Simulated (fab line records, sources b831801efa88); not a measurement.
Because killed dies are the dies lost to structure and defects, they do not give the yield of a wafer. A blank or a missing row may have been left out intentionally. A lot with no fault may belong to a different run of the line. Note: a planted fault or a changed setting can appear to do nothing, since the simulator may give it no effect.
fab line records	flow sky130
[record] lots = 15	wafers = 45	lastDay = 50
route steps=708 shown LI_CONTACT@374 LOCAL_INTERCONNECT@396
lots that met no fault: taken from a fault-free run of the same line
startH: the number of hours between the record's first day and the start of the first shown wafer of the lot	waitH: hours elapsed since this lot's preceding step	" unchanged from the row above	L1.1+2: several wafers, shown together as one row	- value missing, or start not given	* or withheld: withheld	< > ~ a bound
route shown NAME@n: NAME is a module with steps in the file, n the number in the route of the first one	usual: average and standard deviation across the fault-free wafers	same: alike in all rows	chamber/n: place in a boat	sites: each site's reading	_std_site: standard deviation of those values	_edge_site: the outer-site mean with the inner-site mean subtracted	radiusMm: for every site, how far away it sits from the centre of the wafer	mask NAME#n: copy n	behind: the most recent tool/chamber to have shaped the wafer	hold: why the lot went on hold/how many hours it stayed there/how the hold came to an end	device: names the non-switching transistor (n, p or np)	end of line: tests of these same wafers at the route's end	for a step that has no rows: nothing shown but its recipe	killed: the dies lost at the first sort to structure and to defects; this is not the yield of the wafer	map: a wafer's dies, x killed, . not, _ none there
set.NAME: the run value of the setting; set.NAME@STEP: its run value at that earlier step	model.NAME: the simulator's own value behind a step, which no gauge read
the route's steps for a sample of lots (tables are steps, rows are wafers)
services: a tool's chamber out of use, with start hour (startH, from the record's first day; less than 0 if before it), hours out, and reason
[[steps]]
[step SKY_LI_CONTACT_CD_MEAS_12]
[recipe] targetCdNm = 170
[usual] cdNm = 170.1/1.5
lot.wafer	tool	chamber	startH	waitH	cdNm
L704.1	cdSem-01	-	664.57	-	170.9
L704.2	"	-	"	"	170.5
L704.3	"	-	"	"	169.8
L705.1	cdSem-01	-	684.66	-	166.3
L705.4	"	-	"	"	167.6
L705.5	"	-	"	"	166.9
L707.1	cdSem-01	-	705.04	-	171.1
L707.4	"	-	"	"	172.7
L707.6	"	-	"	"	170.1
L711.2	cdSem-01	-	732.18	-	170.9
L711.5	"	-	"	"	171.0
L711.6	"	-	"	"	172.4
L712.2	cdSem-01	-	738.43	-	168.4
L712.3	"	-	"	"	167.9
L712.6	"	-	"	"	169.1
L713.3	cdSem-01	-	747.43	-	170.2
L713.4	"	-	"	"	170.6
L713.6	"	-	"	"	168.7
L718.1	cdSem-01	-	790.94	-	170.9
L718.4	"	-	"	"	171.1
L718.5	"	-	"	"	170.5
L719.1	cdSem-01	-	801.23	-	168.4
L719.4	"	-	"	"	169.0
L719.6	"	-	"	"	169.1
L720.1	cdSem-01	-	804.59	-	169.6
L720.3	"	-	"	"	171.0
L720.6	"	-	"	"	171.6
L721.1	cdSem-01	-	814.14	-	170.7
L721.3	"	-	"	"	169.2
L721.4	"	-	"	"	170.2
L722.1	cdSem-02	-	823.51	-	170.3
L722.2	"	-	"	"	171.3
L722.6	"	-	"	"	170.9
L724.1	cdSem-02	-	835.02	-	172.0
L724.3	"	-	"	"	172.1
L724.6	"	-	"	"	173.0
L725.1	cdSem-01	-	840.74	-	171.4
L725.4	"	-	"	"	172.0
L725.5	"	-	"	"	170.7
L726.2	cdSem-01	-	846.33	-	169.9
L726.5	"	-	"	"	171.1
L726.6	"	-	"	"	169.3
L727.3	cdSem-01	-	867.41	-	171.3
L727.4	"	-	"	"	170.8
L727.5	"	-	"	"	171.0
[step SKY_LI_CONTACT_CVD_21]
[recipe] material = W	targetThkNm = 400	timeS = 120.56	tempC = 400	pressureTorr = 40
[usual] heaterPowerW = 891/55
lot.wafer	tool	chamber	startH	waitH	heaterPowerW	sinceWetCleanH
L704.1	cvdW-01	0	665.30	0.0	851	761
L704.2	"	1	"	"	780	761
L704.3	"	0	"	"	853	-
L705.1	cvdW-02	1	685.37	0.0	901	281
L705.4	"	0	"	"	923	-
L705.5	"	0	"	"	948	-
L707.1	cvdW-02	0	705.75	0.0	918	302
L707.4	"	0	"	"	946	-
L707.6	"	0	"	"	924	-
L711.2	cvdW-01	1	732.87	0.0	764	829
L711.5	"	0	"	"	857	-
L711.6	"	1	"	"	770	-
L712.2	cvdW-02	1	739.12	0.0	911	335
L712.3	"	1	"	"	886	-
L712.6	"	0	"	"	937	-
L713.3	cvdW-02	1	748.14	0.1	889	-
L713.4	"	0	"	"	927	-
L713.6	"	0	"	"	928	-
L718.1	cvdW-01	0	791.65	0.0	885	888
L718.4	"	1	"	"	777	-
L718.5	"	0	"	"	878	-
L719.1	cvdW-02	0	801.94	0.0	950	398
L719.4	"	1	"	"	912	-
L719.6	"	0	"	"	946	-
L720.1	cvdW-02	0	805.30	0.0	942	401
L720.3	"	0	"	"	935	-
L720.6	"	0	"	"	954	-
L721.1	cvdW-02	0	814.85	0.0	950	411
L721.3	"	0	"	"	932	-
L721.4	"	1	"	"	895	-
L722.1	cvdW-02	0	824.40	0.0	949	420
L722.2	"	1	"	"	913	420
L722.6	"	1	"	"	916	-
L724.1	cvdW-02	1	835.74	0.0	891	432
L724.3	"	0	"	"	945	-
L724.6	"	0	"	"	949	-
L725.1	cvdW-02	0	841.45	0.0	936	437
L725.4	"	1	"	"	898	-
L725.5	"	1	"	"	907	-
L726.2	cvdW-02	0	847.02	0.0	936	443
L726.5	"	0	"	"	935	-
L726.6	"	1	"	"	922	-
L727.3	cvdW-02	0	868.21	0.1	929	-
L727.4	"	0	"	"	929	-
L727.5	"	0	"	"	940	-
[step SKY_LOCAL_INTERCONNECT_PEB_09]
[recipe] pebTempC = withheld	pebTimeS = withheld	resist = KrF-thick
[usual] chillPlateTempC = *	exhaustPa = 45.1/1
lot.wafer	tool	chamber	startH	waitH	chillPlateTempC	exhaustPa
L704.1	lithoTrack-03	0	694	-	*	45.3
L704.2	"	0	"	"	*	45.5
L704.3	"	0	"	"	*	45.6
L705.1	lithoTrack-03	0	713	-	*	46.0
L705.4	"	0	"	"	*	48.0
L705.5	"	0	"	"	*	46.4
L707.1	lithoTrack-04	0	734	-	*	45.2
L707.4	"	0	"	"	*	45.5
L707.6	"	0	"	"	*	44.3
L711.2	lithoTrack-01	-	760	-	-	-
L711.5	"	-	"	"	-	-
L711.6	"	-	"	"	-	-
L712.2	lithoTrack-01	-	767	-	-	-
L712.3	"	-	"	"	-	-
L712.6	"	-	"	"	-	-
L713.3	lithoTrack-01	-	775	-	-	-
L713.4	"	-	"	"	-	-
L713.6	"	-	"	"	-	-
L718.1	lithoTrack-03	0	818	-	*	46.0
L718.4	"	0	"	"	*	46.3
L718.5	"	0	"	"	*	44.6
L719.1	lithoTrack-03	0	829	-	*	43.7
L719.4	"	0	"	"	*	45.8
L719.6	"	0	"	"	*	46.5
L720.1	lithoTrack-03	0	832	-	*	47.2
L720.3	"	0	"	"	*	45.4
L720.6	"	0	833	-	*	44.9
L721.1	lithoTrack-03	0	842	-	*	46.7
L721.3	"	0	"	"	*	46.8
L721.4	"	0	"	"	*	45.6
L722.1	lithoTrack-01	0	851	-	*	42.9
L722.2	"	0	"	"	*	44.2
L722.6	"	0	"	"	*	43.2
L724.1	lithoTrack-03	0	862	-	*	44.9
L724.3	"	0	"	"	*	45.2
L724.6	"	0	"	"	*	45.3
L725.1	lithoTrack-04	0	868	-	*	45.1
L725.4	"	0	"	"	*	45.0
L725.5	"	0	869	-	*	45.4
L726.2	lithoTrack-03	0	873	-	*	45.0
L726.5	"	0	"	"	*	43.2
L726.6	"	0	"	"	*	43.8
L727.3	lithoTrack-01	0	893	-	*	44.5
L727.4	"	0	"	"	*	46.0
L727.5	"	0	894	-	*	44.5
[step SKY_LOCAL_INTERCONNECT_ETCH_13]
[recipe] chemistry = N2/H2	target = BARC	ionEnergyEv = 200	biasW = 100	pressureMtorr = 30	n2FlowSccm = 100	h2FlowSccm = 200	icpW = 500	stopOn = SiO2	timeS = 45.9	targetDepthA = 600
[usual] chamberPressureMTorr = 30.004/0.027	drypumpMotorCurrentA = 5.8/0.47	n2FlowSccm = 99.97/0.29	oesProductAu = 0.853/0.0047	throttleValvePct = 13.225/0.0092
lot.wafer	tool	chamber	startH	waitH	chamberPressureMTorr	drypumpMotorCurrentA	n2FlowSccm	oesProductAu	rfHoursCounterH	throttleValvePct
L704.1	rieMetal-01	1	694.81	0.0	29.999	5.9	100.05	0.857	8	13.219
L704.2	"	0	"	"	30.021	6.3	100.10	0.853	2	13.237
L704.3	"	0	"	"	29.990	6.3	99.94	0.864	-	13.221
L705.1	rieMetal-04	0	713.66	0.0	29.996	6.2	99.80	0.859	0	13.207
L705.4	"	1	"	"	30.018	5.2	100.90	0.853	-	13.236
L705.5	"	1	"	"	29.956	5.2	100.71	0.855	-	13.222
L707.1	rieMetal-01	0	734.78	0.0	29.951	6.3	99.85	0.856	3	13.224
L707.4	"	0	"	"	30.010	6.3	100.38	0.852	-	13.226
L707.6	"	1	"	"	29.982	5.9	99.40	0.858	-	13.232
L711.2	rieMetal-03	0	761.11	0.0	30.054	5.0	99.97	0.848	6	13.232
L711.5	"	0	"	"	29.965	5.0	99.91	0.856	-	13.213
L711.6	"	1	"	"	30.025	5.9	100.06	0.848	-	13.243
L712.2	rieMetal-03	1	767.89	0.0	29.997	5.9	100.16	0.861	11	13.235
L712.3	"	0	"	"	29.995	5.0	100.05	0.859	-	13.237
L712.6	"	0	"	"	29.965	5.0	99.85	0.845	-	13.223
L713.3	rieMetal-03	0	776.06	0.0	29.988	5.0	99.31	0.849	-	13.217
L713.4	"	1	"	"	30.002	5.8	99.67	0.857	-	13.212
L713.6	"	1	"	"	30.013	5.9	99.77	0.853	-	13.216
L718.1	rieMetal-04	1	819.01	0.0	29.983	5.3	99.82	0.851	16	13.229
L718.4	"	1	"	"	30.006	5.2	99.94	0.851	-	13.234
L718.5	"	1	"	"	29.975	5.2	99.65	0.855	-	13.227
L719.1	rieMetal-04	1	829.91	0.0	30.005	5.2	99.88	0.853	16	13.229
L719.4	"	0	"	"	29.963	6.2	99.97	0.852	-	13.199
L719.6	"	1	"	"	30.004	5.2	99.88	0.852	-	13.227
L720.1	rieMetal-03	0	833.41	0.0	30.010	5.0	100.23	0.852	8	13.241
L720.3	"	0	"	"	29.985	5.0	100.75	0.864	-	13.221
L720.6	"	1	"	"	30.036	5.9	99.61	0.847	-	13.225
L721.1	rieMetal-01	0	842.97	0.0	29.973	6.3	99.67	0.853	7	13.237
L721.3	"	0	"	"	30.009	6.3	100.15	0.858	-	13.214
L721.4	"	1	"	"	29.988	5.9	100.03	0.854	-	13.227
L722.1	rieMetal-03	1	852.30	0.0	30.011	5.9	99.60	0.861	15	13.230
L722.2	"	0	"	"	29.949	5.0	100.09	0.860	9	13.235
L722.6	"	1	"	"	30.039	5.9	99.72	0.855	-	13.228
L724.1	rieMetal-04	0	862.57	0.0	30.057	6.2	99.82	0.849	6	13.227
L724.3	"	0	"	"	29.999	6.1	99.98	0.858	-	13.223
L724.6	"	0	"	"	30.013	6.1	100.15	0.864	-	13.231
L725.1	rieMetal-04	0	869.38	0.0	29.972	6.2	100.27	0.855	7	13.229
L725.4	"	0	"	"	29.925	6.2	100.02	0.858	-	13.235
L725.5	"	0	"	"	30.041	6.2	100.33	0.853	-	13.225
L726.2	rieMetal-04	0	874.19	0.0	30.012	6.2	99.73	0.848	-	13.218
L726.5	"	0	"	"	30.002	6.2	99.78	0.844	-	13.236
L726.6	"	0	"	"	30.025	6.2	99.69	0.847	-	13.233
L727.3	rieMetal-01	0	894.41	0.0	30.003	6.3	100.11	0.858	-	13.223
L727.4	"	1	"	"	30.058	5.9	100.20	0.848	-	13.238
L727.5	"	0	"	"	29.991	6.3	100.00	0.852	-	13.227
[[services]]
tool	chamber	startH	hours	kind
cvdW-01	-	653.05	0.6	repair
cvdW-01	-	662.96	1.0	repair
rieMetal-03	-	663.51	0.7	repair
rieMetal-03	-	666.12	1.9	repair
rieMetal-04	-	669.05	2.8	pm
cvdW-01	0	685.84	1.8	repair
rieMetal-04	0	691.16	-	clean
rieMetal-04	0	691.16	22.2	scheduledDown
rieMetal-04	0	691.16	22.2	ventCycle
rieMetal-03	-	693.36	0.2	repair
cvdW-02	1	705.24	8.0	repair
rieMetal-01	-	709.29	15.6	pm
cvdW-02	-	851.43	3.9	repair
rieMetal-04	1	860.69	-	clean
rieMetal-04	1	860.69	25.8	scheduledDown
rieMetal-04	1	860.69	25.8	ventCycle
cvdW-02	1	865.56	6.6	repair
rieMetal-04	0	874.60	2.1	repair
rieMetal-03	-	886.73	1.2	repair
rieMetal-01	0	890.74	2.3	repair
[[key]]
[firstSign] step = SKY_LOCAL_INTERCONNECT_PEB_09	reading = toolRecord	direction = missing
effect none on later readings
metAt SKY_LOCAL_INTERCONNECT_PEB_09
struckLots L711,L712,L713
laterRowsLeftOut L711.2,L711.5,L711.6,L712.2,L712.3,L712.6,L713.3,L713.4,L713.6
sortLeftOut L711.2,L711.5,L711.6,L712.2,L712.3,L712.6,L713.3,L713.4,L713.6
testerLeftOut L711,L712,L713
notActingAt SKY_LI_CONTACT_CD_MEAS_12,SKY_LI_CONTACT_CVD_21,SKY_LOCAL_INTERCONNECT_ETCH_13
[fault] kind = skippedStepWhole	tool = lithoTrack-01	chamber = -	onsetH = 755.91	steps = SKY_LOCAL_INTERCONNECT_PEB_09	scope = struckLotsOnly
// testerLeftOut: of these lots the tester's yield and bins aren't shown, on N5 and GAA mostly nor the transistor test; their killed dies are dies lost to structure and defects alone, not to doping, threshold or leakage, so they don't give the yield
// sortLeftOut: the simulated sort isn't trusted on such a fault, so these wafers' sort isn't shown, and their yield isn't known
// laterRowsLeftOut: the simulator's readings of these wafers behind a module that went badly wrong aren't trusted and aren't shown, but for the sort
